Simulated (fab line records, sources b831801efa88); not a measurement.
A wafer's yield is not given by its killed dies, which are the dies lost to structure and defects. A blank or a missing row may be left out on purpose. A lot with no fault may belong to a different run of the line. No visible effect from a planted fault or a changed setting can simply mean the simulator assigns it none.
The tool behind it: which one? | flow sky130 | 14 lots (42 wafers sampled), 1 step of a 708-step route

## WHAT THE GAUGES READ, wafer by wafer
SKY_LDD_P_OVL_MEAS_08.
lot  | measured     | on         | LDD_P_OVL (nm)
L852 | day 18 14:25 | overlay-02 | 0.4 1.6 5.0
L853 | day 18 17:37 | overlay-01 | 1.5 1.1 0.2
L854 | day 19 13:43 | overlay-01 | -1.2 0.6 -0.9
L855 | day 19 16:02 | overlay-01 | -0.7 -3.0 -1.8
L856 | day 20 08:41 | overlay-01 | -1.9 -0.5 -1.9
L857 | day 21 05:29 | overlay-02 | 0.2 1.2 -0.6
L859 | day 21 19:50 | overlay-01 | -1.5 -2.4 -1.6
L860 | day 22 11:48 | overlay-01 | -0.5 -1.5 -1.1
L862 | day 23 17:55 | overlay-02 | -0.4 -1.4 -0.1
L865 | day 24 08:25 | overlay-02 | 0.3 -1.5 -0.9
L864 | day 24 11:08 | overlay-02 | -3.0 -2.6 -3.1
L866 | day 24 18:43 | overlay-02 | -2.8 -0.3 -2.6
L872 | day 26 08:23 | overlay-01 | 0.2 0.1 2.5
L873 | day 26 14:29 | overlay-01 | -1.8 -0.1 -1.0

## WHICH TOOL RAN EACH LOT (tool, then ch and the chambers of the sampled wafers, then the start)
There is no process step in the record ahead of these readings.

## WHAT THE TOOLS THEMSELVES READ (means of the sampled wafers that have a number; where no wafer has one, the mark that the record gives instead)
The record holds no such reading with a usual standard deviation.

## THE ANSWER, worked out from the rows above alone
Rule: usual is defined by the lots themselves. Put in order of their means at a reading, lots are off if they are a third of the lots or fewer, leave a main group of 4 or more, and stand apart from it by a gap of 3 or more times the standard deviation of the main group's means; of several such gaps the widest counts. If all means in a main group match to the digits the tables above print for the reading, that group is not used. Also off: a lot with no number at a reading for which 4 or more lots have one. All remaining lots with rows at the step are treated as sound. After the gauges, taken in route order, come the tools' own readings; for these a lot's mean is taken, as printed above. At the first step where some lot is off, the reading lying furthest off is the one used; lots without a number count as furthest.
No lot is off at any reading shown: from this, nothing can be told.

## WHAT WAS PUT IN BY THE SIMULATOR
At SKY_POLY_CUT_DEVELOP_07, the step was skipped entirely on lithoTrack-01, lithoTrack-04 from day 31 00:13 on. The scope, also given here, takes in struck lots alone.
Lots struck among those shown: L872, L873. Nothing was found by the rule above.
